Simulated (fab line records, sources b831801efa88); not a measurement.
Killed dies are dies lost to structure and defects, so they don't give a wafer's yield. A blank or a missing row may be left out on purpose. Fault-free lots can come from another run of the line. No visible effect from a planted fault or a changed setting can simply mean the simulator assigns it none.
The tool behind it: which one? | flow gf180mcu | 13 lots, 39 wafers sampled, at 4 steps of a route of 602

WHAT EACH GAUGE READ, for each wafer
GF_V1_CD_MEAS_14 targets a cd of 260 nm.
lot  | measured     | on       | cdNm (nm)
L220 | day 17 22:50 | cdSem-02 | 261.7 259.4 260.8
L221 | day 18 04:43 | cdSem-02 | 260.8 260.8 260.2
L223 | day 19 02:35 | cdSem-02 | 260.5 260.2 259.1
L230 | day 21 11:23 | cdSem-02 | 258.7 258.9 259.3
L231 | day 21 20:04 | cdSem-02 | 260.3 260.8 259.5
L232 | day 22 14:27 | cdSem-01 | 258.2 259.7 260.9
L235 | day 24 00:03 | cdSem-01 | 260.4 260.6 261.3
L236 | day 24 11:29 | cdSem-01 | 260.7 261.1 261.2
L237 | day 25 04:13 | cdSem-02 | 260.0 259.7 261.6
L238 | day 25 05:14 | cdSem-01 | 260.9 259.2 260.2
L239 | day 25 20:48 | cdSem-01 | 262.3 261.0 261.2
L243 | day 26 12:22 | cdSem-02 | 259.9 259.4 259.2
L241 | day 26 12:52 | cdSem-02 | 260.0 260.0 259.2

GF_V1_OVL_MEAS_15.
lot  | measured     | on         | V1_OVL (nm)
L220 | day 17 22:56 | overlay-01 | -3 -2 -4
L221 | day 18 04:50 | overlay-01 | -3 -8 9
L223 | day 19 02:40 | overlay-02 | -5 4 -9
L230 | day 21 11:27 | overlay-02 | -7 -6 0
L231 | day 21 20:09 | overlay-01 | 6 -2 -2
L232 | day 22 14:34 | overlay-01 | -15 6 -6
L235 | day 24 00:09 | overlay-02 | -4 3 -9
L236 | day 24 11:35 | overlay-02 | -4 3 -3
L237 | day 25 04:20 | overlay-02 | -7 -2 -4
L238 | day 25 05:20 | overlay-01 | 0 12 4
L239 | day 25 20:54 | overlay-02 | -14 -12 -4
L243 | day 26 12:29 | overlay-01 | 4 11 6
L241 | day 26 12:58 | overlay-01 | -2 -3 -8

GF_V2_CD_MEAS_14 targets a cd of 260 nm.
lot  | measured     | on       | cdNm (nm)
L220 | day 20 01:06 | cdSem-02 | 259.1 259.0 258.0
L221 | day 20 06:44 | cdSem-01 | 260.5 260.3 262.5
L223 | day 21 05:19 | cdSem-02 | 263.0 261.6 261.7
L230 | day 23 12:46 | cdSem-02 | 260.5 259.3 259.6
L231 | day 23 21:40 | cdSem-02 | 260.9 259.8 259.7
L232 | day 24 13:59 | cdSem-02 | 259.5 260.2 259.4
L235 | day 25 22:39 | cdSem-02 | 261.8 261.3 261.6
L236 | day 26 09:29 | cdSem-02 | 259.1 259.4 259.7
L237 | day 27 01:23 | cdSem-01 | 260.4 259.7 260.7
L238 | day 27 03:39 | cdSem-02 | 261.2 261.6 261.3
L239 | day 27 17:27 | cdSem-01 | 260.8 261.6 261.8
L243 | day 28 08:08 | cdSem-02 | 260.7 259.5 260.9
L241 | day 28 08:48 | cdSem-02 | 258.4 260.6 259.5

EACH LOT AND THE TOOL THAT RAN IT (in order: tool; ch and the chambers of the sampled wafers; start)
lot  | GF_V2_CMP_04
L220 | cmp-02 ch 0,1, day 19 00:46
L221 | cmp-02 ch 0,1,2, day 19 06:40
L223 | cmp-02 ch 2,3, day 20 05:16
L230 | cmp-01 ch 0,2,3, day 22 13:26
L231 | cmp-02 ch 1,2,3, day 22 22:20
L232 | cmp-02 ch 1,2,3, day 23 15:50
L235 | cmp-01 ch 0,2,3, day 25 01:04
L236 | cmp-02 ch 1,2,3, day 25 11:55
L237 | cmp-01 ch 1,2,3, day 26 04:41
L238 | cmp-02 ch 1,2,3, day 26 06:05
L239 | cmp-01 ch 1,2,3, day 26 20:28
L243 | cmp-02 ch 0,1,3, day 27 11:54
L241 | cmp-01 ch 0,1,2, day 27 12:14
- GF_V2_CMP_04: polishes SiO2.

AS READ BY THE TOOLS THEMSELVES (means over the sampled wafers that have a number; for cases with no such wafer, the mark the record gives instead)
GF_V2_CMP_04.
lot  | tool   | edgeZonePressureFrac | headPressurePsi (psi) | motorCurrentA (A) | timeToEndpointS (s)
L220 | cmp-02 | 0.994                | 3.991                 | 13.7              | 83
L221 | cmp-02 | 0.995                | 4.004                 | 12.8              | 77
L223 | cmp-02 | 1.006                | 4.000                 | 11.7              | 85
L230 | cmp-01 | -                    | -                     | -                 | -
L231 | cmp-02 | -                    | -                     | -                 | -
L232 | cmp-02 | -                    | -                     | -                 | -
L235 | cmp-01 | 1.002                | 4.002                 | 11.1              | 79
L236 | cmp-02 | 0.995                | 3.997                 | 12.8              | 75
L237 | cmp-01 | 1.004                | 3.999                 | 11.2              | 75
L238 | cmp-02 | 1.002                | 4.004                 | 12.6              | 76
L239 | cmp-01 | 0.996                | 3.992                 | 11.2              | 85
L243 | cmp-02 | 1.001                | 4.003                 | 13.0              | 82
L241 | cmp-01 | 1.001                | 4.003                 | 11.5              | 84

THE ANSWER, worked out from the rows above alone
Rule: what is usual is taken from the lots themselves. The widest of any qualifying gaps counts: lots, ordered by their means at a reading, are off when they make up no more than a third of the lots, leave a main group of 4 or more, and stand apart from it by 3 or more times the standard deviation of that group's means. If all means in a main group match to the digits the tables above print for the reading, that group is not used. Also off: a lot with no number at a reading for which 4 or more lots have one. Where the step has rows for the other lots, those lots are counted as sound. First the gauges in route order, then the tools' own readings, where a lot's mean is used as printed above. At the first step where some lot is off, the reading lying furthest off is the one used; lots without a number count as furthest.
Off: L230, L231, L232, at GF_V2_CMP_04 (edgeZonePressureFrac). Without a number there: L230, L231, L232. Mean 1.000 and standard deviation 0.004 in the main group.
A tool fits if, at that step or a process step before it, it ran every lot that is off, and no sound lot after the first of them. Not one of the candidates tried fits.

WHAT THE SIMULATOR PUT IN
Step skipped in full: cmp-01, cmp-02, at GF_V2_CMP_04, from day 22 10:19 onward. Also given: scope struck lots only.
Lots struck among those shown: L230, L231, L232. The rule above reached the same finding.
